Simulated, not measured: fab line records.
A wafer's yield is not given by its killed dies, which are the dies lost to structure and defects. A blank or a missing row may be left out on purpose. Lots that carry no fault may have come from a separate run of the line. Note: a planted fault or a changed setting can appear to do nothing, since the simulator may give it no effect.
What tool caused it? -- flow sfqLine -- Sampling: 14 lots, 40 wafers, 5 of 325 route steps

## WHAT EACH GAUGE READ, for each wafer
No reading from a measuring or inspecting step in the record can be judged against a usual standard deviation.

## TOOL THAT RAN EACH LOT (tool first, then ch and the chambers of the sampled wafers, then the start)
lot,SFQ_TRILAYER_I4_METRO_MEASURE_101,SFQ_TRILAYER_JJ_TRILAYER_DEP_SPUTTER_109,SFQ_TRILAYER_JJ_CE_METRO_MEASURE_117,SFQ_TRILAYER_M5_ETCH_METAL_ETCH_126,SFQ_TRILAYER_R5_DEP_SPUTTER_134
L769,"filmMetro-01, day 42 00:29","pvdSputter-04, day 47 22:23","cdSem-02, day 53 22:38","rieMetal-04 ch 0,1, day 58 16:10","pvdSputter-03, day 58 21:29"
L770,"filmMetro-04, day 42 13:13","pvdSputter-03, day 48 10:31","cdSem-01, day 54 12:57","rieMetal-02 ch 0,1, day 59 00:34","pvdSputter-03, day 59 05:53"
L771,"filmMetro-04, day 43 12:18","pvdSputter-03, day 49 05:43","cdSem-02, day 55 07:14","rieMetal-03 ch 0,1, day 59 15:32","pvdSputter-03, day 59 21:22"
L772,"filmMetro-01, day 44 11:54","pvdSputter-04, day 50 06:55","cdSem-01, day 55 23:38","rieMetal-03 ch 0,1, day 60 07:59","pvdSputter-03, day 60 13:20"
L773,"filmMetro-03, day 44 18:06","pvdSputter-03, day 50 14:07","cdSem-02, day 56 08:14","rieMetal-04 ch 0,1, day 60 17:35","pvdSputter-03, day 60 22:56"
L774,"filmMetro-03, day 45 08:23","pvdSputter-06, day 51 09:19","cdSem-01, day 56 22:26","rieMetal-04 ch 0,1, day 61 13:16","pvdSputter-03, day 61 21:41"
L776,"filmMetro-04, day 52 00:50","pvdSputter-04, day 52 05:05","cdSem-01, day 57 16:18","rieMetal-04 ch 0, day 62 14:35","pvdSputter-05, day 62 20:39"
L777,"filmMetro-04, day 52 07:50","pvdSputter-06, day 52 12:29","cdSem-02, day 57 19:42","rieMetal-03 ch 0,1, day 62 19:16","pvdSputter-03, day 63 00:36"
L779,"filmMetro-04, day 53 04:17","pvdSputter-03, day 54 17:13","cdSem-02, day 59 02:54","rieMetal-03 ch 0,1, day 64 01:57","pvdSputter-05, day 64 07:18"
L780,"filmMetro-03, day 53 16:29","pvdSputter-04, day 54 19:37","cdSem-01, day 59 04:18","rieMetal-02 ch 0,1, day 64 03:09","pvdSputter-03, day 64 09:00"
L783,"filmMetro-01, day 54 04:47","pvdSputter-03, day 55 00:25","cdSem-02, day 59 07:42","rieMetal-02 ch 0, day 64 10:25","pvdSputter-05, day 64 16:32"
L785,"filmMetro-04, day 54 08:35","pvdSputter-04, day 55 03:01","cdSem-02, day 59 10:06","rieMetal-04 ch 0,1, day 64 13:57","pvdSputter-05, day 64 19:32"
L789,"filmMetro-01, day 54 17:47","pvdSputter-04, day 55 10:58","cdSem-02, day 59 15:06","rieMetal-03 ch 1, day 64 21:09","pvdSputter-03, day 65 03:33"
L791,"filmMetro-01, day 54 22:47","pvdSputter-03, day 55 13:22","cdSem-02, day 59 17:18","rieMetal-04 ch 0,1, day 65 04:09","pvdSputter-03, day 65 10:05"
- SFQ_TRILAYER_I4_METRO_MEASURE_101
- SFQ_TRILAYER_JJ_TRILAYER_DEP_SPUTTER_109: material Nb, target thk 150 nm, time 100 s.
- SFQ_TRILAYER_JJ_CE_METRO_MEASURE_117
- SFQ_TRILAYER_M5_ETCH_METAL_ETCH_126: etches Nb in Cl2/BCl3, stops on SiO2, time 203.2 s, target depth 265 nm.
- SFQ_TRILAYER_R5_DEP_SPUTTER_134: material Ti, target thk 5 nm, time 5 s.

## WHAT THE TOOLS THEMSELVES READ (means of the sampled wafers that have a number; where no wafer has one, the mark that the record gives instead)
SFQ_TRILAYER_I4_METRO_MEASURE_101.
lot,tool,thkNm (nm)
L769,filmMetro-01,199.0
L770,filmMetro-04,200.9
L771,filmMetro-04,198.0
L772,filmMetro-01,199.0
L773,filmMetro-03,199.5
L774,filmMetro-03,198.9
L776,filmMetro-04,200.5
L777,filmMetro-04,200.4
L779,filmMetro-04,199.2
L780,filmMetro-03,199.5
L783,filmMetro-01,199.2
L785,filmMetro-04,197.7
L789,filmMetro-01,200.3
L791,filmMetro-01,199.9

SFQ_TRILAYER_JJ_TRILAYER_DEP_SPUTTER_109.
lot,tool,throttleValvePct (%)
L769,pvdSputter-04,29.8
L770,pvdSputter-03,30.3
L771,pvdSputter-03,30.7
L772,pvdSputter-04,29.8
L773,pvdSputter-03,30.5
L774,pvdSputter-06,29.9
L776,pvdSputter-04,29.6
L777,pvdSputter-06,29.5
L779,pvdSputter-03,31.5
L780,pvdSputter-04,29.6
L783,pvdSputter-03,30.2
L785,pvdSputter-04,29.6
L789,pvdSputter-04,29.8
L791,pvdSputter-03,30.2

SFQ_TRILAYER_JJ_CE_METRO_MEASURE_117.
lot,tool,cdNm (nm)
L769,cdSem-02,698.9
L770,cdSem-01,700.2
L771,cdSem-02,699.8
L772,cdSem-01,701.5
L773,cdSem-02,701.2
L774,cdSem-01,701.3
L776,cdSem-01,699.8
L777,cdSem-02,699.4
L779,cdSem-02,698.8
L780,cdSem-01,704.0
L783,cdSem-02,699.5
L785,cdSem-02,699.4
L789,cdSem-02,700.2
L791,cdSem-02,697.0

SFQ_TRILAYER_M5_ETCH_METAL_ETCH_126.
lot,tool,drypumpMotorCurrentA (A),oesProductAu (a.u.)
L769,rieMetal-04,6.0,0.732
L770,rieMetal-02,6.0,0.725
L771,rieMetal-03,5.6,0.734
L772,rieMetal-03,5.5,0.723
L773,rieMetal-04,6.0,0.731
L774,rieMetal-04,5.9,0.739
L776,rieMetal-04,6.2,0.724
L777,rieMetal-03,5.5,0.734
L779,rieMetal-03,6.0,0.728
L780,rieMetal-02,6.0,0.722
L783,rieMetal-02,6.3,0.730
L785,rieMetal-04,6.0,0.786
L789,rieMetal-03,6.5,0.854
L791,rieMetal-04,6.0,0.731

SFQ_TRILAYER_R5_DEP_SPUTTER_134.
lot,tool,throttleValvePct (%)
L769,pvdSputter-03,29.5
L770,pvdSputter-03,30.6
L771,pvdSputter-03,30.6
L772,pvdSputter-03,30.8
L773,pvdSputter-03,30.7
L774,pvdSputter-03,30.2
L776,pvdSputter-05,27.7
L777,pvdSputter-03,30.0
L779,pvdSputter-05,28.3
L780,pvdSputter-03,29.9
L783,pvdSputter-05,28.6
L785,pvdSputter-05,27.9
L789,pvdSputter-03,31.1
L791,pvdSputter-03,30.6

## THE ANSWER, worked out from the rows above alone
Rule: the lots themselves supply what counts as usual. Put in order of their means at a reading, lots are off if they are a third of the lots or fewer, leave a main group of 4 or more, and stand apart from it by a gap of 3 or more times the standard deviation of the main group's means; of several such gaps the widest counts. A main group is skipped when, at the precision printed for the reading in the tables above, its means are all equal. A lot without any number at a reading at which 4 lots or more have one is off too. The other lots that the step has rows for count as sound. The gauges are gone through in route order, then the tools' own readings, and for those a lot's mean is taken as printed above. The first step at which some lot is off is used, and at that step the reading that is off furthest; a lot without a number counts as furthest.
Off at SFQ_TRILAYER_M5_ETCH_METAL_ETCH_126 (oesProductAu): L785, L789. For the main group the mean is 0.729 a.u. and the standard deviation 0.0049.
A tool fits if, at that step or a process step before it, it ran every lot that is off, and no sound lot after the first of them. One fits: SFQ_TRILAYER_JJ_TRILAYER_DEP_SPUTTER_109 on pvdSputter-04. Its last sound lot is L780 (day 54 19:37), its first lot that is off L785 (day 55 03:01): a fault that began between those two fits.

## WHAT THE SIMULATOR HAD PUT IN
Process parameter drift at SFQ_TRILAYER_JJ_TRILAYER_DEP_SPUTTER_109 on pvdSputter-04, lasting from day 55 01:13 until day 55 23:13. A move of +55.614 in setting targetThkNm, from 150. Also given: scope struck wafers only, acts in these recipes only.
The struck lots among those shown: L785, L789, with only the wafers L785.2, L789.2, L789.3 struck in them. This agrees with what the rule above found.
